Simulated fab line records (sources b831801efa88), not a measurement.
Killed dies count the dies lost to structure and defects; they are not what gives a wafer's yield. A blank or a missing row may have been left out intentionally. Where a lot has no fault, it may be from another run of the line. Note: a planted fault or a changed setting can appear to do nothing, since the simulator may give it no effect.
Which of the tools did it? || flow gf180mcu || Sampling: 6 lots, 18 wafers, 2 of 602 route steps

== WHAT EACH GAUGE READ, for each wafer ==
GF_DUAL_GATE_OVL_MEAS_11.
{"lot": "L102", "measured": "day 8 17:26", "on": "overlay-01", "DUAL_GATE_OVL (nm)": "1.3 1.2 2.2"}
{"lot": "L106", "measured": "day 9 17:52", "on": "overlay-01", "DUAL_GATE_OVL (nm)": "0.6 0.2 0.8"}
{"lot": "L108", "measured": "day 10 11:43", "on": "overlay-01", "DUAL_GATE_OVL (nm)": "-2.5 -1.2 -0.4"}
{"lot": "L110", "measured": "day 10 18:45", "on": "overlay-02", "DUAL_GATE_OVL (nm)": "-2.7 -1.8 -3.0"}
{"lot": "L112", "measured": "day 11 13:35", "on": "overlay-01", "DUAL_GATE_OVL (nm)": "- - -"}
{"lot": "L123", "measured": "day 14 18:50", "on": "overlay-01", "DUAL_GATE_OVL (nm)": "-0.6 -0.3 -1.3"}

== WHICH TOOL RAN EACH LOT (tool, then ch and the chambers of the sampled wafers, then the start) ==
{"lot": "L102", "GF_DUAL_GATE_EXPOSE_08": "iline_stepper-02 ch 0, day 8 09:06"}
{"lot": "L106", "GF_DUAL_GATE_EXPOSE_08": "iline_stepper-02 ch 0, day 9 09:12"}
{"lot": "L108", "GF_DUAL_GATE_EXPOSE_08": "iline_stepper-01 ch 0, day 10 03:02"}
{"lot": "L110", "GF_DUAL_GATE_EXPOSE_08": "iline_stepper-01 ch 0, day 10 10:03"}
{"lot": "L112", "GF_DUAL_GATE_EXPOSE_08": "iline_stepper-02 ch 0, day 11 04:03"}
{"lot": "L123", "GF_DUAL_GATE_EXPOSE_08": "iline_stepper-02 ch 0, day 14 08:18"}
- GF_DUAL_GATE_EXPOSE_08: exposes mask Dualgate, target cd 700 nm.

== THE ANSWER, worked out from the rows above alone ==
Rule: the lots themselves supply what counts as usual. The widest of any qualifying gaps counts: lots, ordered by their means at a reading, are off when they make up no more than a third of the lots, leave a main group of 4 or more, and stand apart from it by 3 or more times the standard deviation of that group's means. The tables above print the reading to a certain number of digits; a main group whose means all agree to those digits is not used. Also off: a lot with no number at a reading for which 4 or more lots have one. The other lots that the step has rows for count as sound.
Off: L112, at GF_DUAL_GATE_OVL_MEAS_11 (DUAL_GATE_OVL). Without a number there: L112. Main group: mean -0.5 nm, sd 1.4.
A tool fits if, at a process step before that reading, it ran every lot that is off, and no sound lot after the first of them. The gauges at GF_DUAL_GATE_OVL_MEAS_11 are tried like those tools. None of those tried fits.

== WHAT THE SIMULATOR PUT IN ==
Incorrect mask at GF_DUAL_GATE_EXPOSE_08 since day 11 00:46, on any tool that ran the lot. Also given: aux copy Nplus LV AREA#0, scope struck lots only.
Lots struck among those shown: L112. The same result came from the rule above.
